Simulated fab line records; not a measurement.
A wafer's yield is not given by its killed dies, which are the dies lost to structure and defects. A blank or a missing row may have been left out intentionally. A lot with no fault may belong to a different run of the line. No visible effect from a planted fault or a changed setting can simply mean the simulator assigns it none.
Problem report in the 8D (eight disciplines) form, filled by code + flow sky130 + the parts of the form that need people (team, actions taken, sign-off) are left out

== 1. THE PROBLEM ==
Wafers without a fault read 7.503e+13, standard deviation 7.9e+10; doseIonsCm2 at SKY_LDD_N_IMPLANT_08 reads a mean of 6.683e+13 on 6 wafers belonging to 2 lots. So: -99 or more standard deviations from the usual mean.
The first sign was on wafer L180.2 at day 22 18:52, on implanter-01. At this step, 36 wafers from 12 lots have a number in the record. Rule for "out" (also "out of limits"): further than 4 standard deviations from the usual mean. All remaining wafers that have a number are taken as sound.

== 2. WHAT IT IS, AND WHAT IT ISN'T ==
| question                    | is                            | is not                                                                          |
|-----------------------------|-------------------------------|---------------------------------------------------------------------------------|
| which readings at this step | doseIonsCm2, faradayCurrentUA | beamOnS                                                                         |
| which lots                  | L180, L181                    | L168, L171, L172, L173, L174, L176, L179, L187, L189, L190                      |
| which wafers of those lots  | all that have a number        | -                                                                               |
| read on which tools         | implanter-01                  | implanter-02, implanter-03                                                      |
| when                        | from day 22 18:52             | up to then (21 sound wafers); but 9 sound wafers of L187, L189, L190 came after |

== 3. WHAT RULES OUT EACH SUSPECT ==
Counting: any tool at a process step up to the reading is kept as a suspect provided that every lot that is out went through it and no sound lot did after the first of them.
- cmp-02 at SKY_FIELD_ISO_CMP_27 (polishes, stops on Si3N4, t overpolish 16 s, target thk 457.8 nm): ruled out as a lasting fault. Sound lots L187, L189, L190 ran on it after its first lot that is out, L180 (day 5 04:21).
- implanter-01 at SKY_LDD_N_IMPLANT_08: kept. It processed each lot that is out, first L180 at day 22 18:52, and no sound lot thereafter; up to then, the last sound lot it processed was L174 at day 20 09:03. On those wafers its own readings are out: doseIonsCm2, faradayCurrentUA.
After counting, what remains is implanter-01 at SKY_LDD_N_IMPLANT_08.

== 4. THE CAUSE (what the simulator had put in) ==
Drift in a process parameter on implanter-01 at SKY_LDD_N_IMPLANT_08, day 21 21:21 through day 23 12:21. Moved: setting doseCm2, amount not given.
After counting, this tool was the only one left.

== 5. THE EFFECT CHAIN, in route order ==
One row per reading whose mean, taken over the struck wafers that have a number, lies over 3 standard deviations from the usual. Only readings whose record carries a usual standard deviation are examined. hours: median over the lots of the time between each lot's start at the first step of this table that gives one and its start at this step. sigmas: the change, counted in usual standard deviations.
| hours | step                 | reading          | usual     | on struck wafers | change     | sigmas      |
|-------|----------------------|------------------|-----------|------------------|------------|-------------|
| 0     | SKY_LDD_N_IMPLANT_08 | doseIonsCm2      | 7.503e+13 | 6.683e+13        | -8.198e+12 | -99 or more |
| 0     | SKY_LDD_N_IMPLANT_08 | faradayCurrentUA | 422       | 372              | -50        | -5.5        |
It contains these process steps:
- SKY_LDD_N_IMPLANT_08
At these later measuring or inspecting steps, every struck wafer for which the step has a row has a number for every such reading, and none has moved that far: SKY_POLY_CUT_OVL_MEAS_09.

== 6. HOW IT WOULD HAVE BEEN CAUGHT EARLIER ==
First out-of-limits reading in this record: day 22 18:52, which is 22 hours after fault onset at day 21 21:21.
